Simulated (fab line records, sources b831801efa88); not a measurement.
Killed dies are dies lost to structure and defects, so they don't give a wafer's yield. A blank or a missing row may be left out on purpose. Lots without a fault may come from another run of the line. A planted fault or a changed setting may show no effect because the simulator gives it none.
Which tool did it? | flow sky130 | 24 lots, 72 wafers sampled, at 6 steps of a route of 708

WHAT THE GAUGES READ, wafer by wafer
SKY_POLY_CUT_CD_MEAS_08: target cd 270 nm.
lot  | measured     | on        | cd_nm (nm)
L074 | day 23 23:19 | cd_sem-01 | 266.5 267.4 267.2
L075 | day 24 15:35 | cd_sem-02 | 267.4 266.9 267.9
L076 | day 24 19:44 | cd_sem-02 | 271.2 269.4 270.3
L077 | day 25 09:58 | cd_sem-02 | 267.1 268.0 268.2
L078 | day 25 15:20 | cd_sem-02 | 272.2 271.9 271.4
L080 | day 26 09:22 | cd_sem-02 | 270.5 269.4 270.4
L079 | day 26 16:13 | cd_sem-01 | 272.2 272.1 273.3
L081 | day 27 01:07 | cd_sem-02 | 268.5 269.7 268.2
L082 | day 27 05:53 | cd_sem-01 | 270.1 270.9 269.2
L083 | day 27 16:18 | cd_sem-01 | 270.8 270.8 270.6
L084 | day 27 23:12 | cd_sem-01 | 271.0 270.4 269.6
L085 | day 28 04:02 | cd_sem-01 | 271.3 271.3 271.0
L086 | day 28 14:58 | cd_sem-02 | 267.6 267.5 267.1
L087 | day 28 20:46 | cd_sem-01 | 269.5 271.8 271.8
L088 | day 29 08:28 | cd_sem-02 | 268.1 269.8 269.2
L089 | day 29 13:19 | cd_sem-02 | 272.2 272.4 271.8
L090 | day 29 21:26 | cd_sem-02 | 270.9 270.0 270.4
L091 | day 30 05:46 | cd_sem-01 | 271.4 272.5 272.5
L092 | day 30 13:35 | cd_sem-01 | 269.8 268.5 269.4
L093 | day 30 21:26 | cd_sem-01 | 267.8 268.5 268.0
L094 | day 31 12:31 | cd_sem-02 | 270.9 270.0 268.7
L095 | day 31 15:10 | cd_sem-01 | 269.3 268.8 267.7
L096 | day 31 18:02 | cd_sem-02 | 268.5 267.3 268.7
L097 | day 31 23:50 | cd_sem-02 | 269.0 268.8 267.3

SKY_VIA1_THK_MEAS_23: measures by xrf.
lot  | measured     | on            | VIA1_W_THK (nm)
L074 | day 33 18:38 | film_metro-01 | 276 273 278
L075 | day 34 08:09 | film_metro-04 | 282 283 275
L076 | day 34 11:47 | film_metro-04 | 275 276 275
L077 | day 35 02:24 | film_metro-02 | 280 281 280
L078 | day 35 08:08 | film_metro-04 | 277 284 278
L080 | day 35 22:49 | film_metro-04 | 282 281 277
L079 | day 36 09:16 | film_metro-01 | 276 279 276
L081 | day 36 14:10 | film_metro-02 | 281 279 282
L082 | day 36 19:34 | film_metro-04 | 279 278 278
L083 | day 37 03:50 | film_metro-01 | 282 275 275
L084 | day 37 09:59 | film_metro-02 | 281 280 281
L085 | day 37 14:53 | film_metro-02 | 280 275 281
L086 | day 37 22:17 | film_metro-01 | 274 272 274
L087 | day 38 03:37 | film_metro-02 | 279 272 283
L088 | day 38 15:58 | film_metro-04 | 281 279 277
L089 | day 38 22:54 | film_metro-04 | 281 284 280
L090 | day 39 02:16 | film_metro-04 | 275 273 277
L091 | day 39 11:29 | film_metro-04 | 278 280 279
L092 | day 39 20:08 | film_metro-02 | 279 277 277
L093 | day 40 00:38 | film_metro-01 | 281 277 272
L094 | day 40 14:53 | film_metro-04 | 277 276 277
L095 | day 40 16:58 | film_metro-04 | 280 275 282
L096 | day 40 18:35 | film_metro-04 | 280 280 277
L097 | day 40 23:31 | film_metro-04 | 274 274 280

SKY_METAL5_THK_MEAS_06: measures by xrf.
lot  | measured     | on            | METAL5_ALCU_THK (nm)
L074 | day 42 15:41 | film_metro-03 | 1192 1204 1207
L075 | day 43 04:22 | film_metro-03 | 1202 1195 1207
L076 | day 43 10:33 | film_metro-03 | 1164 1191 1174
L077 | day 43 20:20 | film_metro-01 | 1185 1181 1179
L078 | day 44 02:52 | film_metro-03 | 1175 1195 1185
L080 | day 44 12:52 | film_metro-04 | 1175 1166 1172
L079 | day 44 22:07 | film_metro-01 | 1168 1150 1153
L081 | day 45 04:23 | film_metro-01 | 1164 1147 1170
L082 | day 45 10:02 | film_metro-01 | 1170 1157 1168
L083 | day 45 12:46 | film_metro-04 | 1190 1173 1175
L084 | day 45 19:08 | film_metro-03 | 1169 1164 1167
L085 | day 45 23:51 | film_metro-01 | 1172 1175 1173
L086 | day 46 06:22 | film_metro-03 | 1171 1192 1176
L087 | day 46 09:14 | film_metro-04 | 1185 1186 1189
L088 | day 46 19:02 | film_metro-03 | 1177 1161 1151
L089 | day 47 02:02 | film_metro-04 | 1192 1175 1192
L090 | day 47 06:00 | film_metro-03 | 1171 1151 1169
L091 | day 47 12:30 | film_metro-04 | 1166 1163 1163
L092 | day 47 19:31 | film_metro-04 | 1202 1189 1201
L093 | day 47 22:39 | film_metro-01 | 1181 1166 1162
L094 | day 48 10:22 | film_metro-03 | 1175 1164 1162
L095 | day 48 10:39 | film_metro-04 | 1186 1190 1197
L096 | day 48 13:29 | film_metro-04 | 1179 1192 1183
L097 | day 48 16:47 | film_metro-04 | 1196 1175 1188

WHICH TOOL RAN EACH LOT (tool, then ch and the chambers of the sampled wafers, then the start)
lot  | SKY_METAL3_SPUTTER_04        | SKY_CAPM_CVD_00                 | SKY_METAL5_SPUTTER_00
L074 | pvd_sputter-01, day 36 02:49 | pecvd-04 ch 0,1,2, day 36 02:52 | pvd_sputter-01, day 42 15:23
L075 | pvd_sputter-04, day 36 16:59 | pecvd-04 ch 0,1,2, day 36 17:02 | pvd_sputter-04, day 43 04:04
L076 | pvd_sputter-04, day 36 20:36 | pecvd-01 ch 0,1,2, day 36 20:39 | pvd_sputter-01, day 43 10:16
L077 | pvd_sputter-04, day 37 11:05 | pecvd-04 ch 1,2, day 37 11:08   | pvd_sputter-03, day 43 20:04
L078 | pvd_sputter-04, day 37 16:42 | pecvd-04 ch 1,2, day 37 16:45   | pvd_sputter-01, day 44 02:34
L080 | pvd_sputter-04, day 38 04:37 | pecvd-04 ch 1,2, day 38 04:40   | pvd_sputter-03, day 44 12:35
L079 | pvd_sputter-04, day 38 16:48 | pecvd-02 ch 0,1,2, day 38 16:51 | pvd_sputter-03, day 44 21:49
L081 | pvd_sputter-02, day 38 22:08 | pecvd-04 ch 0,1,2, day 38 22:11 | pvd_sputter-03, day 45 04:06
L082 | pvd_sputter-04, day 39 05:35 | pecvd-01 ch 0,1,2, day 39 05:38 | pvd_sputter-03, day 45 09:44
L083 | pvd_sputter-01, day 39 09:53 | pecvd-02 ch 0,2, day 39 09:56   | pvd_sputter-04, day 45 12:28
L084 | pvd_sputter-04, day 39 15:54 | pecvd-02 ch 1,2, day 39 15:57   | pvd_sputter-03, day 45 18:50
L085 | pvd_sputter-04, day 39 21:01 | pecvd-01 ch 0,1, day 39 21:04   | pvd_sputter-03, day 45 23:34
L086 | pvd_sputter-04, day 40 06:11 | pecvd-04 ch 0,1,2, day 40 06:15 | pvd_sputter-01, day 46 06:03
L087 | pvd_sputter-04, day 40 09:33 | pecvd-01 ch 0,1,2, day 40 09:36 | pvd_sputter-03, day 46 08:57
L088 | pvd_sputter-04, day 40 20:39 | pecvd-01 ch 0,1,2, day 40 20:42 | pvd_sputter-01, day 46 18:46
L089 | pvd_sputter-04, day 41 03:25 | pecvd-04 ch 0,1,2, day 41 03:27 | pvd_sputter-01, day 47 01:45
L090 | pvd_sputter-02, day 41 09:39 | pecvd-02 ch 0,1,2, day 41 09:42 | pvd_sputter-01, day 47 05:43
L091 | pvd_sputter-04, day 41 17:05 | pecvd-01 ch 1, day 41 17:08     | pvd_sputter-04, day 47 12:13
L092 | pvd_sputter-02, day 42 00:20 | pecvd-01 ch 0,2, day 42 00:23   | pvd_sputter-03, day 47 19:13
L093 | pvd_sputter-01, day 42 03:55 | pecvd-02 ch 1,2, day 42 03:58   | pvd_sputter-01, day 47 22:21
L094 | pvd_sputter-04, day 42 19:01 | pecvd-04 ch 0,2, day 42 19:03   | pvd_sputter-01, day 48 10:04
L095 | pvd_sputter-02, day 42 20:59 | pecvd-04 ch 1,2, day 42 21:02   | pvd_sputter-03, day 48 10:22
L096 | pvd_sputter-01, day 42 21:47 | pecvd-01 ch 0,2, day 42 21:50   | pvd_sputter-01, day 48 13:11
L097 | pvd_sputter-02, day 43 02:32 | pecvd-02 ch 0,1,2, day 43 02:35 | pvd_sputter-03, day 48 16:29
- SKY_METAL3_SPUTTER_04: material TiN, target thk 70 nm, time 58.3 s.
- SKY_CAPM_CVD_00: deposits SiO2, target thk 15.5 nm.
- SKY_METAL5_SPUTTER_00: material Ti, target thk 15 nm, time 10 s.

WHAT THE TOOLS THEMSELVES READ (means of the sampled wafers that have a number; where no wafer has one, the mark that the record gives instead)
SKY_METAL3_SPUTTER_04.
lot  | tool           | throttle_valve_pct (%)
L074 | pvd_sputter-01 | 30.0
L075 | pvd_sputter-04 | 30.1
L076 | pvd_sputter-04 | 30.4
L077 | pvd_sputter-04 | 31.1
L078 | pvd_sputter-04 | 30.2
L080 | pvd_sputter-04 | 30.0
L079 | pvd_sputter-04 | 30.2
L081 | pvd_sputter-02 | 29.4
L082 | pvd_sputter-04 | 30.1
L083 | pvd_sputter-01 | 29.5
L084 | pvd_sputter-04 | 30.8
L085 | pvd_sputter-04 | 30.0
L086 | pvd_sputter-04 | 30.4
L087 | pvd_sputter-04 | 30.3
L088 | pvd_sputter-04 | 30.0
L089 | pvd_sputter-04 | 30.4
L090 | pvd_sputter-02 | 29.2
L091 | pvd_sputter-04 | 31.0
L092 | pvd_sputter-02 | 29.0
L093 | pvd_sputter-01 | 29.3
L094 | pvd_sputter-04 | 31.0
L095 | pvd_sputter-02 | 29.1
L096 | pvd_sputter-01 | 29.2
L097 | pvd_sputter-02 | 29.2

SKY_CAPM_CVD_00.
lot  | tool     | heater_power_w (W)
L074 | pecvd-04 | 762
L075 | pecvd-04 | 791
L076 | pecvd-01 | 779
L077 | pecvd-04 | 889
L078 | pecvd-04 | 721
L080 | pecvd-04 | 748
L079 | pecvd-02 | 725
L081 | pecvd-04 | 787
L082 | pecvd-01 | 766
L083 | pecvd-02 | 692
L084 | pecvd-02 | 715
L085 | pecvd-01 | 707
L086 | pecvd-04 | 777
L087 | pecvd-01 | 779
L088 | pecvd-01 | 728
L089 | pecvd-04 | 763
L090 | pecvd-02 | 713
L091 | pecvd-01 | 745
L092 | pecvd-01 | 814
L093 | pecvd-02 | 662
L094 | pecvd-04 | 779
L095 | pecvd-04 | 737
L096 | pecvd-01 | 772
L097 | pecvd-02 | 711

SKY_METAL5_SPUTTER_00.
lot  | tool           | throttle_valve_pct (%)
L074 | pvd_sputter-01 | 30.8
L075 | pvd_sputter-04 | 30.8
L076 | pvd_sputter-01 | 29.0
L077 | pvd_sputter-03 | 31.1
L078 | pvd_sputter-01 | 30.3
L080 | pvd_sputter-03 | 30.8
L079 | pvd_sputter-03 | 30.6
L081 | pvd_sputter-03 | 30.0
L082 | pvd_sputter-03 | 30.1
L083 | pvd_sputter-04 | 30.7
L084 | pvd_sputter-03 | 30.1
L085 | pvd_sputter-03 | 30.2
L086 | pvd_sputter-01 | 29.9
L087 | pvd_sputter-03 | 30.2
L088 | pvd_sputter-01 | 29.9
L089 | pvd_sputter-01 | 29.9
L090 | pvd_sputter-01 | 29.6
L091 | pvd_sputter-04 | 30.1
L092 | pvd_sputter-03 | 30.1
L093 | pvd_sputter-01 | 29.7
L094 | pvd_sputter-01 | 29.7
L095 | pvd_sputter-03 | 30.4
L096 | pvd_sputter-01 | 30.0
L097 | pvd_sputter-03 | 30.6

THE ANSWER, worked out from the rows above alone
Rule: what is usual is taken from the lots themselves. Put in order of their means at a reading, lots are off if they are a third of the lots or fewer, leave a main group of 4 or more, and stand apart from it by a gap of 3 or more times the standard deviation of the main group's means; of several such gaps the widest counts. A main group whose means are all the same, to the digits that the tables above print for the reading, isn't used. A lot without any number at a reading at which 4 lots or more have one is off too. The other lots that the step has rows for count as sound. The gauges are gone through in route order, then the tools' own readings, and for those a lot's mean is taken as printed above. The first step at which some lot is off is used, and at that step the reading that is off furthest; a lot without a number counts as furthest.
No lot is off at any reading shown: from this, nothing can be told.

WHAT THE SIMULATOR HAD PUT IN
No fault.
